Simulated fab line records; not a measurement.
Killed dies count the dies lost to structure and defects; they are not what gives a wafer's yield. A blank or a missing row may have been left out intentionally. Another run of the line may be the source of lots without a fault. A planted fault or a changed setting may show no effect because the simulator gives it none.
The tool behind it: which one? | flow sky130 | 12 lots with 36 wafers sampled at 2 steps, on a route of 708 steps

== WHAT THE GAUGES READ, wafer by wafer ==
SKY_SONOS_TUNNEL_OVL_MEAS_08.
lot  | measured     | on         | SONOS_TUNNEL_OVL (nm)
L075 | day 11 07:13 | overlay-01 | 0.9 -0.5 0.4
L077 | day 12 18:41 | overlay-01 | 1.5 -0.2 -2.4
L079 | day 14 02:47 | overlay-01 | 0.6 0.4 -0.8
L082 | day 14 15:46 | overlay-01 | 0.8 -0.4 -0.8
L084 | day 14 16:59 | overlay-02 | -0.1 -1.2 -0.5
L085 | day 14 23:20 | overlay-01 | -4.7 -2.3 -3.7
L087 | day 15 19:31 | overlay-01 | -1.7 -1.4 -2.9
L090 | day 17 03:35 | overlay-02 | 0.2 -0.2 1.2
L092 | day 17 20:22 | overlay-01 | -1.6 -0.3 -0.8
L093 | day 18 06:25 | overlay-02 | 0.3 -0.1 -0.2
L095 | day 18 14:43 | overlay-01 | -1.8 -1.9 1.8
L097 | day 19 00:30 | overlay-01 | 0.6 -1.1 -1.5

== TOOL THAT RAN EACH LOT (tool first, then ch and the chambers of the sampled wafers, then the start) ==
lot  | SKY_VT_ADJUST_NCORE_STRIP_10
L075 | plasma-asher-02 ch 0,1, day 8 13:54
L077 | plasma-asher-02 ch 0,1, day 9 22:50
L079 | plasma-asher-04 ch 0,1, day 11 00:45
L082 | plasma-asher-01 ch 0,1, day 11 10:58
L084 | plasma-asher-04 ch 0,1, day 11 13:57
L085 | plasma-asher-04 ch 0,1, day 11 19:25
L087 | plasma-asher-01 ch 0,1, day 12 13:11
L090 | plasma-asher-01 ch 0,1, day 13 17:44
L092 | plasma-asher-02 ch 0,1, day 14 10:25
L093 | plasma-asher-02 ch 0,1, day 14 18:28
L095 | plasma-asher-02 ch 0,1, day 15 02:34
L097 | plasma-asher-04 ch 0,1, day 15 11:21
- SKY_VT_ADJUST_NCORE_STRIP_10: strips in O2/N2.

== THE ANSWER, worked out from the rows above alone ==
Rule: the lots themselves supply what counts as usual. Put in order of their means at a reading, lots are off if they are a third of the lots or fewer, leave a main group of 4 or more, and stand apart from it by a gap of 3 or more times the standard deviation of the main group's means; of several such gaps the widest counts. A main group is skipped when, at the precision printed for the reading in the tables above, its means are all equal. A lot without any number at a reading at which 4 lots or more have one is off too. Any other lot the step has rows for is counted as sound.
None of the lots is off at any reading shown; this tells nothing.

== WHAT THE SIMULATOR HAD INSERTED ==
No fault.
